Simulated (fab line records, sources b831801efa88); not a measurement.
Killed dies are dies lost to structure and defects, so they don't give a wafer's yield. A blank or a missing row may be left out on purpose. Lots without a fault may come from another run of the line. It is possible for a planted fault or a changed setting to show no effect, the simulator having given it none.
Which of the tools did it?	flow gf180mcu	36 wafers from 12 lots sampled at 4 of the route's 602 steps

WHAT THE GAUGES READ, wafer by wafer
GF_HV_LDD_CD_MEAS_31 targets a cd of 400 nm. Usual: cd nm 399.7 nm, standard deviation 2.5.
lot	measured	on	cd nm (nm)	flag
L688	day 11 21:34	cd sem-01	399.0 399.5 401.6	
L694	day 13 18:07	cd sem-01	399.3 399.7 401.5	
L695	day 14 03:53	cd sem-02	396.1 393.9 394.8	
L696	day 14 10:41	cd sem-01	395.7 398.1 395.1	
L697	day 14 23:34	cd sem-01	399.9 404.0 401.6	
L698	day 15 09:27	cd sem-01	- - -	OFF
L704	day 17 02:30	cd sem-02	401.5 401.6 401.7	
L705	day 17 11:10	cd sem-01	404.5 402.6 402.3	
L706	day 17 16:47	cd sem-02	398.1 394.4 397.2	
L708	day 18 05:40	cd sem-01	399.6 399.6 400.3	
L709	day 18 13:53	cd sem-01	401.7 401.7 401.9	
L710	day 19 00:25	cd sem-01	398.8 399.8 399.3	

GF_HV_LDD_TW_MEAS_38. Usual: HV_LDD_3_TW 1432, standard deviation 11.
lot	measured	on	HV_LDD_3_TW	flag
L688	day 11 22:24	film metro-02	1443 1446 1446	
L694	day 13 18:58	film metro-04	1424 1410 1417	
L695	day 14 04:43	film metro-04	1422 1420 1417	
L696	day 14 11:31	film metro-03	1426 1423 1426	
L697	day 15 00:25	film metro-03	1432 1434 1429	
L698	day 15 10:18	film metro-02	30 30 30 30 30 30	OFF
L704	day 17 03:21	film metro-03	1419 1423 1415	
L705	day 17 12:01	film metro-04	1423 1425 1415	
L706	day 17 17:38	film metro-02	1445 1443 1450	
L708	day 18 06:31	film metro-03	1430 1430 1425	
L709	day 18 14:44	film metro-04	1420 1432 1439	
L710	day 19 01:14	film metro-02	1436 1443 1432	

GF_CONTACT_CD_MEAS_14 targets a cd of 220 nm. Usual: cd nm 220.5 nm, standard deviation 1.4.
lot	measured	on	cd nm (nm)	flag
L688	day 16 10:28	cd sem-01	218.0 218.0 219.4	
L694	day 18 15:11	cd sem-02	219.8 219.6 219.6	
L695	day 19 02:56	cd sem-01	221.3 219.5 220.6	
L696	day 19 09:29	cd sem-01	219.6 219.0 220.4	
L697	day 20 00:58	cd sem-02	221.5 220.5 221.9	
L704	day 22 07:53	cd sem-02	220.4 221.4 221.0	
L705	day 22 16:53	cd sem-01	218.8 219.9 217.3	
L706	day 22 21:53	cd sem-02	218.3 220.7 218.5	
L708	day 23 11:47	cd sem-02	219.5 221.5 220.4	
L709	day 23 19:26	cd sem-01	218.4 218.4 217.8	
L710	day 24 04:00	cd sem-02	217.5 218.8 220.5	

WHAT TOOL EACH LOT RAN ON (gives the tool, then ch and the chambers of the sampled wafers, and finally the start)
lot	GF_HV_LDD_EXPOSE_28
L688	iline stepper-02 ch 0, day 11 12:20
L694	iline stepper-01 ch 0, day 13 07:36
L695	iline stepper-02 ch 0, day 13 18:00
L696	iline stepper-02 ch 0, day 14 00:40
L697	iline stepper-01 ch 0, day 14 13:35
L698	iline stepper-02 ch 0, day 14 22:53
L704	iline stepper-02 ch 0, day 16 15:11
L705	iline stepper-01 ch 0, day 17 00:01
L706	iline stepper-01 ch 0, day 17 05:43
L708	iline stepper-01 ch 0, day 17 18:16
L709	iline stepper-02 ch 0, day 18 02:40
L710	iline stepper-02 ch 0, day 18 12:21
- GF_HV_LDD_EXPOSE_28: exposes mask Nplus HV AREA, target cd 400 nm.

WHAT THE TOOLS THEMSELVES READ (means of the sampled wafers that have a number; where no wafer has one, the mark that the record gives instead)
The record holds no such reading with a usual standard deviation.

THE ANSWER, worked out from the rows above alone
Rule: a lot counts as off when the mean over its wafers that have a number is more than 3 standard deviations away from the usual mean. Also off: a lot with no number at a reading for which 4 or more lots have one. Where the step has rows for the other lots, those lots are counted as sound. The gauges are gone through in route order, then the tools' own readings, and for those a lot's mean is taken as printed above. The first step at which some lot is off is used, and at that step the reading that is off furthest; a lot without a number counts as furthest.
Off at GF_HV_LDD_CD_MEAS_31 (cd nm): L698. Without a number there: L698.
A tool fits if, at a process step before that reading, it ran every lot that is off, and no sound lot after the first of them. Not tried: the gauges at GF_HV_LDD_CD_MEAS_31; whatever is off there is also off at GF_HV_LDD_TW_MEAS_38, on other tools, and gauge error can't account for it. Of those tried, none fits.

WHAT WAS PUT IN BY THE SIMULATOR
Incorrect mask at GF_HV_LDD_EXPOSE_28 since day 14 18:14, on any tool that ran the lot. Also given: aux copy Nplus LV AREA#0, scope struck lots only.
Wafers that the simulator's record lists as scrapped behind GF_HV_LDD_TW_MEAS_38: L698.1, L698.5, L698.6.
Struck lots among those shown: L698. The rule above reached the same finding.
